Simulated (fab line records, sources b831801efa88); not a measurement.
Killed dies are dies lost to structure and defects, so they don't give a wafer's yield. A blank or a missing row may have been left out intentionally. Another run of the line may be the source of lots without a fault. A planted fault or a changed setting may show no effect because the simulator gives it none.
fab line records + flow gf180mcu
[record]
- lots = 13
- wafers = 39
- last-day = 33
route steps=602 shown STI@30 DUAL_GATE@144 HV_LDD@208 PSD@258
lots that met no fault: from a run of the same line without faults
start-h: hours from the record's first day to the start of the lot's first wafer shown + wait-h: hours elapsed since this lot's preceding step + " as in the row above + L1.1+2: a single row standing in for several wafers + - either no value or no given start + * or withheld: withheld + < > ~ a bound
route shown NAME@n: names a module that has steps shown in the file, with the first one's number in the route + usual: mean/standard deviation of fault-free wafers + same: alike in all rows + chamber/n: place in a boat + sites: readings site by site + _std_site: standard deviation across them + _edge_site: inner sites' mean taken away from outer sites' mean + radius-mm: for every site, how far away it sits from the centre of the wafer + mask NAME#n: copy n + behind: the tool/chamber that last shaped the wafer + hold: why the lot went on hold/how many hours it stayed there/how the hold came to an end + device: names the non-switching transistor (n, p or np) + end of line: at the end of the route, the tests of the same wafers + a step given without rows: its recipe and nothing more + killed: dies lost to structure and defects at the first sort, not the wafer's yield + map: a wafer's dies, x killed, . not, _ none there
set.NAME: the run value of the setting; set.NAME@STEP: its run value at that earlier step + model.NAME: the simulator's own value behind a step, which no gauge read
steps of the route over a sample of lots; a table a step, a row a wafer
services: when a tool's chamber went out of use (start-h, in hours from the record's first day, below 0 if earlier), for how many hours, and the reason
[[steps]]
[step GF_STI_OXIDATION_29]
[recipe]
- temp-c = 900
- ambient = O2
- stabilise-s = 600
- purge-s = 300
- target-thk-a = 100
- ox-time-s = 1418
[usual]
- ox-time-s = 1418/0
- zone-power-centre-pct = 17.2/2
| lot.wafer | tool       | chamber | start-h | wait-h | ox-time-s | zone-power-centre-pct |
|-----------|------------|---------|---------|--------|-----------|-----------------------|
| L789.1    | furnace-01 | 0       | 39.61   | 6.1    | 1418      | 15.6                  |
| L789.4    | "          | 0       | "       | "      | 1418      | 15.5                  |
| L789.5    | "          | 0       | "       | "      | 1418      | 15.5                  |
| L790.2    | furnace-02 | 0       | 44.64   | 1.4    | 1418      | 19.4                  |
| L790.3    | "          | 0       | "       | "      | 1418      | 19.7                  |
| L790.6    | "          | 0       | "       | "      | 1418      | 19.5                  |
| L792.1    | furnace-01 | 0       | 48.69   | 0.0    | 1418      | 15.3                  |
| L792.3    | "          | 0       | "       | "      | 1418      | 15.5                  |
| L792.6    | "          | 0       | "       | "      | 1418      | 15.4                  |
| L793.1    | furnace-01 | 0       | 52.80   | 0.8    | 1418      | 15.4                  |
| L793.4    | "          | 0       | "       | "      | 1418      | 15.3                  |
| L793.6    | "          | 0       | "       | "      | 1418      | 15.8                  |
| L794.2    | furnace-01 | 0       | 52.80   | 0.5    | 1418      | 15.5                  |
| L794.4    | "          | 0       | "       | "      | 1418      | 15.6                  |
| L794.5    | "          | 0       | "       | "      | 1418      | 15.8                  |
| L795.3    | furnace-01 | 0       | 62.85   | 0.0    | 1418      | 15.4                  |
| L795.5    | "          | 0       | "       | "      | 1418      | 15.4                  |
| L795.6    | "          | 0       | "       | "      | 1418      | 15.7                  |
| L796.3    | furnace-02 | 0       | 67.45   | 1.3    | 1418      | 19.4                  |
| L796.4    | "          | 0       | "       | "      | 1418      | 19.8                  |
| L796.5    | "          | 0       | "       | "      | 1418      | 19.5                  |
| L797.2    | furnace-01 | 0       | 71.31   | 0.2    | 1418      | 15.3                  |
| L797.4    | "          | 0       | "       | "      | 1418      | 15.5                  |
| L797.6    | "          | 0       | "       | "      | 1418      | 15.5                  |
| L798.2    | furnace-01 | 0       | 75.40   | 0.5    | 1418      | 15.5                  |
| L798.3    | "          | 0       | "       | "      | 1418      | 15.5                  |
| L798.5    | "          | 0       | "       | "      | 1418      | 15.6                  |
| L800.1    | furnace-01 | 0       | 87.46   | 2.9    | 1418      | 15.7                  |
| L800.3    | "          | 0       | "       | "      | 1418      | 15.6                  |
| L800.6    | "          | 0       | "       | "      | 1418      | 15.6                  |
| L802.1    | furnace-01 | 0       | 96.81   | 1.4    | 2694.2    | 15.5                  |
| L802.4    | "          | 0       | "       | "      | 2694.2    | 15.6                  |
| L802.5    | "          | 0       | "       | "      | 2694.2    | 15.6                  |
| L807.2    | furnace-01 | 0       | 122.01  | 0.4    | 2694.2    | 15.0                  |
| L807.4    | "          | 0       | "       | "      | 2694.2    | 15.6                  |
| L807.6    | "          | 0       | "       | "      | 2694.2    | 15.5                  |
| L809.1    | furnace-02 | 0       | 131.59  | 0.0    | 1418      | 19.4                  |
| L809.5    | "          | 0       | "       | "      | 1418      | 19.9                  |
| L809.6    | "          | 0       | "       | "      | 1418      | 19.4                  |
[step GF_STI_THK_MEAS_30]
[recipe]
- reads = SiO2_of_STI_OXIDATION_29
[usual]
- STI_OXIDATION_02_THK = 10.00/0.2
| lot.wafer | tool          | chamber | start-h | wait-h | STI_OXIDATION_02_THK[nm] |
|-----------|---------------|---------|---------|--------|--------------------------|
| L789.1    | film-metro-04 | -       | 41.00   | 0.0    | 9.99                     |
| L789.4    | "             | -       | "       | "      | 10.16                    |
| L789.5    | "             | -       | "       | "      | 10.11                    |
| L790.2    | film-metro-04 | -       | 46.04   | 0.0    | 10.35                    |
| L790.3    | "             | -       | "       | "      | 10.03                    |
| L790.6    | "             | -       | "       | "      | 9.93                     |
| L792.1    | film-metro-01 | -       | 50.08   | 0.0    | 10.03                    |
| L792.3    | "             | -       | "       | "      | 10.08                    |
| L792.6    | "             | -       | "       | "      | 10.09                    |
| L793.1    | film-metro-04 | -       | 54.19   | 0.0    | 9.92                     |
| L793.4    | "             | -       | "       | "      | 9.98                     |
| L793.6    | "             | -       | "       | "      | 10.11                    |
| L794.2    | film-metro-01 | -       | 54.20   | 0.0    | 9.79                     |
| L794.4    | "             | -       | "       | "      | 9.88                     |
| L794.5    | "             | -       | "       | "      | 9.70                     |
| L795.3    | film-metro-04 | -       | 64.26   | 0.0    | 9.88                     |
| L795.5    | "             | -       | "       | "      | 9.82                     |
| L795.6    | "             | -       | "       | "      | 9.92                     |
| L796.3    | film-metro-04 | -       | 68.87   | 0.0    | 10.29                    |
| L796.4    | "             | -       | "       | "      | 10.15                    |
| L796.5    | "             | -       | "       | "      | 10.04                    |
| L797.2    | film-metro-03 | -       | 72.71   | 0.0    | 10.05                    |
| L797.4    | "             | -       | "       | "      | 10.10                    |
| L797.6    | "             | -       | "       | "      | 10.18                    |
| L798.2    | film-metro-01 | -       | 76.80   | 0.0    | 9.96                     |
| L798.3    | "             | -       | "       | "      | 10.06                    |
| L798.5    | "             | -       | "       | "      | 10.17                    |
| L800.1    | film-metro-03 | -       | 88.86   | 0.0    | 10.56                    |
| L800.3    | "             | -       | "       | "      | 10.34                    |
| L800.6    | "             | -       | "       | "      | 10.41                    |
| L802.1    | film-metro-01 | -       | 98.20   | 0.0    | 15.58                    |
| L802.4    | "             | -       | "       | "      | 15.75                    |
| L802.5    | "             | -       | "       | "      | 15.67                    |
| L807.2    | film-metro-04 | -       | 123.42  | 0.0    | 15.60                    |
| L807.4    | "             | -       | "       | "      | 15.65                    |
| L807.6    | "             | -       | "       | "      | 15.60                    |
| L809.1    | film-metro-01 | -       | 132.99  | 0.0    | 9.95                     |
| L809.5    | "             | -       | "       | "      | 10.00                    |
| L809.6    | "             | -       | "       | "      | 9.93                     |
[step GF_DUAL_GATE_THK_MEAS_03]
[recipe]
- reads = SiO2_of_DUAL_GATE_OXIDATION_02
[usual]
- DUAL_GATE_OXIDATION_00_THK = 10.85/0.23
| lot.wafer | tool          | chamber | start-h | wait-h | DUAL_GATE_OXIDATION_00_THK[nm] |
|-----------|---------------|---------|---------|--------|--------------------------------|
| L789.1    | film-metro-03 | -       | 171.13  | 0.0    | 10.98                          |
| L789.4    | "             | -       | "       | "      | 10.87                          |
| L789.5    | "             | -       | "       | "      | 10.83                          |
| L790.2    | film-metro-03 | -       | 180.55  | 0.0    | 10.59                          |
| L790.3    | "             | -       | "       | "      | 10.50                          |
| L790.6    | "             | -       | "       | "      | 10.58                          |
| L792.1    | film-metro-03 | -       | 184.09  | 0.0    | 11.22                          |
| L792.3    | "             | -       | "       | "      | 10.78                          |
| L792.6    | "             | -       | "       | "      | 11.01                          |
| L794.2    | film-metro-03 | -       | 190.08  | 0.0    | 10.44                          |
| L794.4    | "             | -       | "       | "      | 10.31                          |
| L794.5    | "             | -       | "       | "      | 10.31                          |
| L793.1    | film-metro-04 | -       | 192.29  | 0.0    | 10.79                          |
| L793.4    | "             | -       | "       | "      | 10.74                          |
| L793.6    | "             | -       | "       | "      | 10.83                          |
| L795.3    | film-metro-01 | -       | 202.98  | 0.0    | 10.84                          |
| L795.5    | "             | -       | "       | "      | 11.20                          |
| L795.6    | "             | -       | "       | "      | 11.10                          |
| L796.3    | film-metro-01 | -       | 208.49  | 0.0    | 11.08                          |
| L796.4    | "             | -       | "       | "      | 11.12                          |
| L796.5    | "             | -       | "       | "      | 11.30                          |
| L797.2    | film-metro-01 | -       | 212.98  | 0.0    | 10.85                          |
| L797.4    | "             | -       | "       | "      | 11.00                          |
| L797.6    | "             | -       | "       | "      | 11.01                          |
| L798.2    | film-metro-01 | -       | 217.97  | 0.0    | 10.88                          |
| L798.3    | "             | -       | "       | "      | 11.02                          |
| L798.5    | "             | -       | "       | "      | 11.14                          |
| L800.1    | film-metro-01 | -       | 234.48  | 0.0    | 10.77                          |
| L800.3    | "             | -       | "       | "      | 10.68                          |
| L800.6    | "             | -       | "       | "      | 10.76                          |
| L802.1    | film-metro-01 | -       | 247.64  | 0.0    | 10.56                          |
| L802.4    | "             | -       | "       | "      | 10.74                          |
| L802.5    | "             | -       | "       | "      | 10.68                          |
| L807.2    | film-metro-04 | -       | 279.40  | 0.0    | 10.71                          |
| L807.4    | "             | -       | "       | "      | 10.71                          |
| L807.6    | "             | -       | "       | "      | 10.71                          |
| L809.1    | film-metro-01 | -       | 294.61  | 0.0    | 10.93                          |
| L809.5    | "             | -       | "       | "      | 10.80                          |
| L809.6    | "             | -       | "       | "      | 10.75                          |
[step GF_HV_LDD_OVL_MEAS_32]
[usual]
- HV_LDD_02_OVL = 1.1/1.1
| lot.wafer | tool       | chamber | start-h | wait-h | HV_LDD_02_OVL[nm] |
|-----------|------------|---------|---------|--------|-------------------|
| L789.1    | overlay-01 | -       | 264.87  | 0.1    | 0.1               |
| L789.4    | "          | -       | "       | "      | 1.0               |
| L789.5    | "          | -       | "       | "      | 1.8               |
| L790.2    | overlay-02 | -       | 275.12  | 0.1    | 3.4               |
| L790.3    | "          | -       | "       | "      | 2.1               |
| L790.6    | "          | -       | "       | "      | 2.9               |
| L792.1    | overlay-02 | -       | 282.87  | 0.1    | 0.8               |
| L792.3    | "          | -       | "       | "      | 0.9               |
| L792.6    | "          | -       | "       | "      | 1.4               |
| L794.2    | overlay-01 | -       | 287.22  | 0.1    | 0.8               |
| L794.4    | "          | -       | "       | "      | -0.1              |
| L794.5    | "          | -       | "       | "      | 1.0               |
| L793.1    | overlay-02 | -       | 291.67  | 0.1    | 0.2               |
| L793.4    | "          | -       | "       | "      | 0.3               |
| L793.6    | "          | -       | "       | "      | 1.3               |
| L795.3    | overlay-01 | -       | 302.33  | 0.1    | 1.5               |
| L795.5    | "          | -       | "       | "      | 1.6               |
| L795.6    | "          | -       | "       | "      | 0.5               |
| L796.3    | overlay-01 | -       | 308.03  | 0.1    | 2.2               |
| L796.4    | "          | -       | "       | "      | 0.9               |
| L796.5    | "          | -       | "       | "      | 1.4               |
| L797.2    | overlay-02 | -       | 315.37  | 0.1    | 1.9               |
| L797.4    | "          | -       | "       | "      | 1.3               |
| L797.6    | "          | -       | "       | "      | 2.1               |
| L798.2    | overlay-02 | -       | 319.72  | 0.1    | 1.3               |
| L798.3    | "          | -       | "       | "      | 1.2               |
| L798.5    | "          | -       | "       | "      | 0.3               |
| L800.1    | overlay-01 | -       | 342.37  | 0.1    | 0.5               |
| L800.3    | "          | -       | "       | "      | 0.6               |
| L800.6    | "          | -       | "       | "      | 0.2               |
| L802.1    | overlay-01 | -       | 354.62  | 0.1    | 1.8               |
| L802.4    | "          | -       | "       | "      | 0.7               |
| L802.5    | "          | -       | "       | "      | 1.8               |
| L807.2    | overlay-01 | -       | 391.53  | 0.1    | 0.4               |
| L807.4    | "          | -       | "       | "      | -0.7              |
| L807.6    | "          | -       | "       | "      | -1.2              |
| L809.1    | overlay-01 | -       | 410.67  | 0.1    | 1.2               |
| L809.5    | "          | -       | "       | "      | 0.2               |
| L809.6    | "          | -       | "       | "      | -0.3              |
[step GF_PSD_STRIP_10]
[recipe]
- chemistry = O2/N2
- power-w = 1400
- pressure-mtorr = 1500
- platen-temp-c = 250
- o2-flow-sccm = 3000
- n2-flow-sccm = 300
- overash-fraction = 0.5
[usual]
- drypump-motor-current-A = 5.9/0.45
- heater-power-w = 320/16
- n2-flow-sccm = 300.1/0.98
- oes-product-au = 0.592/0.0046
- strip-time-to-endpoint-s = 16.52/0.039
| lot.wafer | tool            | chamber | start-h | wait-h | drypump-motor-current-A | heater-power-w | n2-flow-sccm | oes-product-au | rf-hours-counter-h | strip-time-to-endpoint-s |
|-----------|-----------------|---------|---------|--------|-------------------------|----------------|--------------|----------------|--------------------|--------------------------|
| L789.1    | plasma-asher-04 | 0       | 330.00  | 0.1    | 6.1                     | 318            | 299.5        | 0.601          | 71                 | 16.55                    |
| L789.4    | "               | 0       | "       | "      | 6.1                     | 321            | 299.1        | 0.598          | -                  | 16.52                    |
| L789.5    | "               | 1       | "       | "      | 5.1                     | 289            | 301.4        | 0.592          | -                  | 16.52                    |
| L790.2    | plasma-asher-01 | 0       | 341.79  | 0.1    | 5.9                     | 326            | 299.1        | 0.590          | 58                 | 16.45                    |
| L790.3    | "               | 0       | "       | "      | 5.9                     | 328            | 300.1        | 0.590          | -                  | 16.45                    |
| L790.6    | "               | 0       | "       | "      | 5.9                     | 329            | 300.3        | 0.595          | -                  | 16.44                    |
| L792.1    | plasma-asher-03 | 1       | 349.80  | 0.1    | 6.1                     | 328            | 301.5        | 0.596          | 61                 | 16.53                    |
| L792.3    | "               | 1       | "       | "      | 6.0                     | 326            | 301.3        | 0.592          | -                  | 16.57                    |
| L792.6    | "               | 0       | "       | "      | 6.5                     | 339            | 299.9        | 0.591          | -                  | 16.53                    |
| L794.2    | plasma-asher-01 | 0       | 354.44  | 0.1    | 5.9                     | 324            | 302.6        | 0.591          | 59                 | 16.42                    |
| L794.4    | "               | 0       | "       | "      | 5.9                     | 327            | 302.4        | 0.591          | -                  | 16.47                    |
| L794.5    | "               | 0       | "       | "      | 5.9                     | 328            | 301.7        | 0.590          | -                  | 16.44                    |
| L793.1    | plasma-asher-03 | 0       | 358.50  | 0.1    | 6.4                     | 337            | 299.8        | 0.594          | 62                 | 16.53                    |
| L793.4    | "               | 0       | "       | "      | 6.5                     | 333            | 300.1        | 0.599          | -                  | 16.58                    |
| L793.6    | "               | 1       | "       | "      | 6.0                     | 320            | 299.6        | 0.590          | -                  | 16.56                    |
| L795.3    | plasma-asher-01 | 1       | 369.49  | 0.1    | 5.3                     | 306            | 300.4        | 0.590          | -                  | 16.54                    |
| L795.5    | "               | 0       | "       | "      | 5.9                     | 331            | 300.2        | 0.582          | -                  | 16.56                    |
| L795.6    | "               | 1       | "       | "      | 5.4                     | 306            | 298.8        | 0.594          | -                  | 16.54                    |
| L796.3    | plasma-asher-03 | 1       | 376.94  | 0.1    | 6.1                     | 327            | 299.8        | 0.589          | -                  | 16.54                    |
| L796.4    | "               | 0       | "       | "      | 6.4                     | 341            | 299.0        | 0.589          | -                  | 16.53                    |
| L796.5    | "               | 1       | "       | "      | 6.1                     | 335            | 300.4        | 0.590          | -                  | 16.56                    |
| L797.2    | plasma-asher-01 | 0       | 384.25  | 0.1    | 5.9                     | 332            | 300.6        | 0.593          | 62                 | 16.57                    |
| L797.4    | "               | 1       | "       | "      | 5.3                     | 307            | 301.7        | 0.597          | -                  | 16.56                    |
| L797.6    | "               | 1       | "       | "      | 5.3                     | 308            | 301.1        | 0.592          | -                  | 16.55                    |
| L798.2    | plasma-asher-04 | 0       | 388.70  | 0.1    | 6.1                     | 318            | 300.5        | 0.593          | 77                 | 16.58                    |
| L798.3    | "               | 1       | "       | "      | 5.1                     | 280            | 300.0        | 0.591          | -                  | 16.60                    |
| L798.5    | "               | 0       | "       | "      | 6.1                     | 316            | 300.6        | 0.593          | -                  | 16.58                    |
| L800.1    | plasma-asher-01 | 0       | 415.15  | 0.1    | 5.9                     | 336            | 300.5        | 0.582          | 65                 | 16.49                    |
| L800.3    | "               | 1       | "       | "      | 5.4                     | 309            | 301.6        | 0.597          | -                  | 16.54                    |
| L800.6    | "               | 0       | "       | "      | 5.9                     | 329            | 299.6        | 0.595          | -                  | 16.53                    |
| L802.1    | plasma-asher-03 | 1       | 427.75  | 0.1    | 6.0                     | 325            | 300.9        | 0.593          | 69                 | 16.57                    |
| L802.4    | "               | 1       | "       | "      | 6.0                     | 325            | 301.0        | 0.603          | -                  | 16.54                    |
| L802.5    | "               | 1       | "       | "      | 6.0                     | 325            | 299.7        | 0.589          | -                  | 16.50                    |
| L807.2    | plasma-asher-04 | 1       | 467.14  | 0.1    | 5.2                     | 294            | 300.3        | 0.589          | 4                  | 16.55                    |
| L807.4    | "               | 1       | "       | "      | 5.1                     | 283            | 301.0        | 0.587          | -                  | 16.51                    |
| L807.6    | "               | 0       | "       | "      | 6.1                     | 328            | 298.3        | 0.588          | -                  | 16.52                    |
| L809.1    | plasma-asher-03 | 1       | 487.19  | 0.1    | 6.1                     | 319            | 298.5        | 0.596          | 76                 | 16.47                    |
| L809.5    | "               | 1       | "       | "      | 6.1                     | 329            | 299.1        | 0.594          | -                  | 16.47                    |
| L809.6    | "               | 0       | "       | "      | 6.5                     | 335            | 301.3        | 0.596          | -                  | 16.48                    |
[[services]]
| tool            | chamber | start-h | hours | kind   |
|-----------------|---------|---------|-------|--------|
| plasma-asher-01 | -       | 23.31   | 109.0 | repair |
| plasma-asher-01 | -       | 37.24   | 0.7   | repair |
| plasma-asher-03 | -       | 50.24   | 14.6  | pm     |
| plasma-asher-03 | -       | 68.86   | 8.2   | repair |
| plasma-asher-03 | -       | 80.43   | 2.8   | pm     |
| plasma-asher-04 | -       | 80.92   | 12.5  | repair |
| furnace-02      | -       | 82.60   | 4.2   | pm     |
| furnace-01      | -       | 113.18  | 3.3   | pm     |
| plasma-asher-01 | -       | 116.87  | 23.0  | repair |
| plasma-asher-03 | -       | 125.28  | 0.7   | repair |
| plasma-asher-04 | -       | 126.70  | 1.3   | repair |
| furnace-02      | -       | 156.51  | 6.2   | pm     |
| plasma-asher-03 | -       | 177.88  | 2.0   | repair |
| plasma-asher-04 | -       | 190.15  | 0.7   | repair |
| plasma-asher-01 | -       | 199.48  | 0.6   | repair |
| plasma-asher-03 | -       | 208.36  | 0.5   | repair |
| plasma-asher-03 | -       | 213.73  | 0.3   | repair |
| plasma-asher-03 | -       | 246.89  | 0.9   | repair |
| furnace-01      | -       | 258.04  | 5.7   | pm     |
| plasma-asher-01 | -       | 273.58  | 0.8   | repair |
| furnace-01      | -       | 371.60  | 7.9   | pm     |
| furnace-01      | -       | 448.01  | 2.9   | pm     |
| plasma-asher-01 | -       | 450.92  | 15.6  | pm     |
| furnace-01      | -       | 452.28  | 2.2   | repair |
[[key]]
[first-sign]
- step = GF_STI_OXIDATION_29
- reading = ox-time-s
- direction = up
- sigmas = 99+
- usual = *
- struck = *
[effect]
- step = GF_STI_THK_MEAS_30
- reading = STI_OXIDATION_02_THK
- direction = up
- sigmas = 29
- usual = 10.00
- struck = 15.64
met-at GF_STI_OXIDATION_29
struck-lots L802,L807
tester-left-out L802,L807
not-acting-at GF_DUAL_GATE_THK_MEAS_03,GF_HV_LDD_OVL_MEAS_32,GF_PSD_STRIP_10
onset-between 87.46 96.81
[fault]
- kind = process-parameter-drift
- tool = furnace-01
- chamber = -
- onset-h = 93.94
- steps = GF_STI_OXIDATION_29
- channel = ox-time-s
- offset = *
- shape = step
- end-h = 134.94
- acts-in = *
- stated = *
// tester-left-out: of these lots the tester's yield and bins aren't shown, on N5 and GAA mostly nor the transistor test; their killed dies are dies lost to structure and defects alone, not to doping, threshold or leakage, so they don't give the yield
